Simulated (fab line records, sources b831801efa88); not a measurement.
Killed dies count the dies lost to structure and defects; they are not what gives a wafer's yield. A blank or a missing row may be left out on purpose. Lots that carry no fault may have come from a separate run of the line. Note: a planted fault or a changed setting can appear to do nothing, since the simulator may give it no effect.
Which tool was responsible? -- flow sky130 -- 33 wafers from 11 lots sampled at 7 of the route's 708 steps

== WHAT THE GAUGES READ, wafer by wafer ==
SKY_LDD_HVN_OVL_MEAS_07. Usual: LDD_HVN_OVL -0.2 nm, standard deviation 1.5.
lot,measured,on,LDD_HVN_OVL (nm),flag
L405,day 19 11:43,overlay-01,2.7 0.3 2.5,
L408,day 21 00:59,overlay-02,-0.9 -1.2 -1.6,
L411,day 22 23:41,overlay-02,-0.8 0.0 -0.8,
L412,day 22 23:59,overlay-02,0.8 2.0 1.2,
L415,day 24 04:34,overlay-01,-0.1 -0.5 -0.1,
L417,day 24 12:32,overlay-01,-0.2 -0.4 -1.4,
L423,day 26 23:41,overlay-01,-2.3 -0.8 -1.6,
L424,day 27 05:00,overlay-01,1.4 0.8 2.0,
L426,day 28 11:50,overlay-02,1.2 1.0 1.4,
L428,day 28 13:20,overlay-02,-1.6 -2.4 -0.9,
L427,day 28 17:25,overlay-02,-2.9 -2.3 -1.8,

SKY_SD_P_CD_MEAS_07: the cd target is 380 nm. Usual: cdNm reads 379.6 nm (standard deviation 2.9).
lot,measured,on,cdNm (nm),flag
L405,day 24 18:35,cdSem-02,379.5 377.7 379.1,
L408,day 26 03:27,cdSem-02,377.4 378.3 378.5,
L411,day 27 23:34,cdSem-02,380.3 381.5 378.0,
L412,day 27 23:37,cdSem-01,381.6 380.4 377.0,
L415,day 29 04:39,cdSem-02,385.6 381.6 380.9,
L417,day 29 09:50,cdSem-02,374.8 377.0 379.6,
L423,day 31 18:32,cdSem-01,376.8 378.4 381.0,
L424,day 31 23:46,cdSem-01,379.0 381.2 379.9,
L426,day 33 04:25,cdSem-01,379.5 378.4 376.5,
L428,day 33 05:52,cdSem-02,377.8 381.6 381.4,
L427,day 33 11:19,cdSem-01,376.6 378.6 376.2,

SKY_SD_P_OVL_MEAS_08. Usual: SD_P_OVL -0.7 nm, standard deviation 1.2.
lot,measured,on,SD_P_OVL (nm),flag
L405,day 24 18:42,overlay-01,-1.1 -2.5 -2.0,
L408,day 26 03:34,overlay-01,-0.1 -1.4 0.3,
L411,day 27 23:41,overlay-02,-1.6 0.0 -2.0,
L412,day 27 23:43,overlay-01,-2.3 -0.3 -1.3,
L415,day 29 04:46,overlay-02,0.3 -0.2 -1.4,
L417,day 29 09:58,overlay-01,1.1 -0.2 0.8,
L423,day 31 18:40,overlay-01,-1.7 -0.5 -0.3,
L424,day 31 23:52,overlay-02,-3.0 -1.9 -3.8,
L426,day 33 04:32,overlay-01,-1.3 -0.7 -1.2,
L428,day 33 05:58,overlay-01,-0.4 -0.3 -2.0,
L427,day 33 11:26,overlay-02,-0.9 -2.2 -0.4,

SKY_RES_XHIGH_TW_MEAS_09. Usual: RES_XHIGH_TW 1639, standard deviation 13.
lot,measured,on,RES_XHIGH_TW,flag
L405,day 25 23:26,filmMetro-02,1646 1648 1655,
L408,day 27 08:38,filmMetro-03,1627 1627 1621,
L411,day 29 04:34,filmMetro-02,1634 1647 1644,
L412,day 29 04:43,filmMetro-04,1618 1631 1618,
L415,day 30 08:40,filmMetro-02,1701 1698 1702,OFF
L417,day 30 13:44,filmMetro-04,1687 1681 1683,OFF
L423,day 32 22:17,filmMetro-03,1634 1637 1638,
L424,day 33 02:22,filmMetro-02,1650 1634 1649,
L426,day 34 06:35,filmMetro-02,1666 1668 1665,
L428,day 34 08:21,filmMetro-02,1659 1663 1669,
L427,day 34 13:56,filmMetro-02,1657 1650 1661,

SKY_SD_N_RS_MEAS_18: uses a four-point probe to measure. Usual: RES_XHIGH_RS 333.6 ohm/sq, standard deviation 1.1.
lot,measured,on,RES_XHIGH_RS (ohm/sq),flag
L405,day 27 04:31,filmMetro-03,333.0 333.6 333.4,
L408,day 28 14:02,filmMetro-02,333.1 334.9 333.8,
L411,day 30 09:03,filmMetro-03,334.7 333.8 335.6,
L412,day 30 09:23,filmMetro-04,334.3 333.8 334.2,
L415,day 31 12:35,filmMetro-04,305.0 304.2 303.9,OFF
L417,day 31 18:09,filmMetro-03,304.6 304.9 304.8,OFF
L423,day 34 01:37,filmMetro-03,334.6 333.4 334.5,
L424,day 34 05:24,filmMetro-03,333.6 334.1 334.5,
L426,day 35 10:28,filmMetro-03,331.0 331.8 331.9,
L428,day 35 11:28,filmMetro-04,331.7 332.8 331.6,
L427,day 35 16:55,filmMetro-04,332.5 334.4 333.3,

== WHICH TOOL RAN EACH LOT (tool, then ch and the chambers of the sampled wafers, then the start) ==
lot,SKY_RES_XHIGH_IMPLANT_07,SKY_RES_XHIGH_STRIP_08
L405,"implanter-04 ch 0, day 25 23:11","plasmaAsher-01 ch 0,1, day 25 23:20"
L408,"implanter-02 ch 0, day 27 08:24","plasmaAsher-03 ch 0,1, day 27 08:31"
L411,"implanter-02 ch 0, day 29 04:19","plasmaAsher-01 ch 0,1, day 29 04:28"
L412,"implanter-02 ch 0, day 29 04:29","plasmaAsher-03 ch 0,1, day 29 04:37"
L415,"implanter-03 ch 0, day 30 08:26","plasmaAsher-02 ch 0,1, day 30 08:34"
L417,"implanter-03 ch 0, day 30 13:29","plasmaAsher-03 ch 0,1, day 30 13:38"
L423,"implanter-02 ch 0, day 32 22:02","plasmaAsher-03 ch 0,1, day 32 22:11"
L424,"implanter-02 ch 0, day 33 02:08","plasmaAsher-02 ch 0,1, day 33 02:16"
L426,"implanter-04 ch 0, day 34 06:20","plasmaAsher-01 ch 0,1, day 34 06:29"
L428,"implanter-03 ch 0, day 34 08:07","plasmaAsher-03 ch 0, day 34 08:14"
L427,"implanter-04 ch 0, day 34 13:41","plasmaAsher-01 ch 0,1, day 34 13:50"
- SKY_RES_XHIGH_IMPLANT_07
- SKY_RES_XHIGH_STRIP_08: strips in O2/N2.

== AS READ BY THE TOOLS THEMSELVES (means over the sampled wafers that have a number; for cases with no such wafer, the mark the record gives instead) ==
SKY_RES_XHIGH_IMPLANT_07. Usual: doseIonsCm2 reads 3.6e+14 (standard deviation 4.6e+11).
lot,tool,doseIonsCm2,flag
L405,implanter-04,3.6e+14,
L408,implanter-02,3.6e+14,
L411,implanter-02,3.6e+14,
L412,implanter-02,3.6e+14,
L415,implanter-03,4.0e+14,OFF
L417,implanter-03,4.0e+14,OFF
L423,implanter-02,3.6e+14,
L424,implanter-02,3.6e+14,
L426,implanter-04,3.6e+14,
L428,implanter-03,3.6e+14,
L427,implanter-04,3.6e+14,

SKY_RES_XHIGH_STRIP_08. Usual: drypumpMotorCurrentA 5.3 A, standard deviation 0.34; n2FlowSccm 300.0 sccm, standard deviation 0.89; oesProductAu 0.711 a.u., standard deviation 0.004; stripTimeToEndpointS 14.29 s, standard deviation 0.038.
lot,tool,drypumpMotorCurrentA (A),n2FlowSccm (sccm),oesProductAu (a.u.),stripTimeToEndpointS (s),flag
L405,plasmaAsher-01,5.0,299.7,0.709,14.32,
L408,plasmaAsher-03,5.7,300.3,0.711,14.26,
L411,plasmaAsher-01,5.1,300.1,0.708,14.28,
L412,plasmaAsher-03,5.6,299.9,0.712,14.27,
L415,plasmaAsher-02,5.2,300.2,0.707,14.43,OFF
L417,plasmaAsher-03,5.6,300.2,0.708,14.34,
L423,plasmaAsher-03,5.6,300.1,0.708,14.32,
L424,plasmaAsher-02,5.4,301.2,0.709,14.29,
L426,plasmaAsher-01,5.1,300.4,0.713,14.24,
L428,plasmaAsher-03,5.5,299.1,0.712,14.28,
L427,plasmaAsher-01,5.0,299.1,0.710,14.28,

== THE ANSWER, worked out from the rows above alone ==
Rule: take the mean of a lot's wafers that have a number; if it is more than 3 standard deviations from the usual mean, the lot is off. Also off: a lot with no number at a reading for which 4 or more lots have one. Where the step has rows for the other lots, those lots are counted as sound. First the gauges in route order, then the tools' own readings, where a lot's mean is used as printed above. At the first step where some lot is off, the reading lying furthest off is the one used; lots without a number count as furthest.
Off: L415, L417, at SKY_RES_XHIGH_TW_MEAS_09 (RES_XHIGH_TW).
If a tool, at a process step before that reading, ran all the lots that are off and no sound lot after the first of them, it fits. Not tried: the gauges at SKY_RES_XHIGH_TW_MEAS_09; whatever is off there is also off at SKY_RES_XHIGH_IMPLANT_07, on other tools, and gauge error can't account for it. None of those tried fits.

== WHAT THE SIMULATOR HAD INSERTED ==
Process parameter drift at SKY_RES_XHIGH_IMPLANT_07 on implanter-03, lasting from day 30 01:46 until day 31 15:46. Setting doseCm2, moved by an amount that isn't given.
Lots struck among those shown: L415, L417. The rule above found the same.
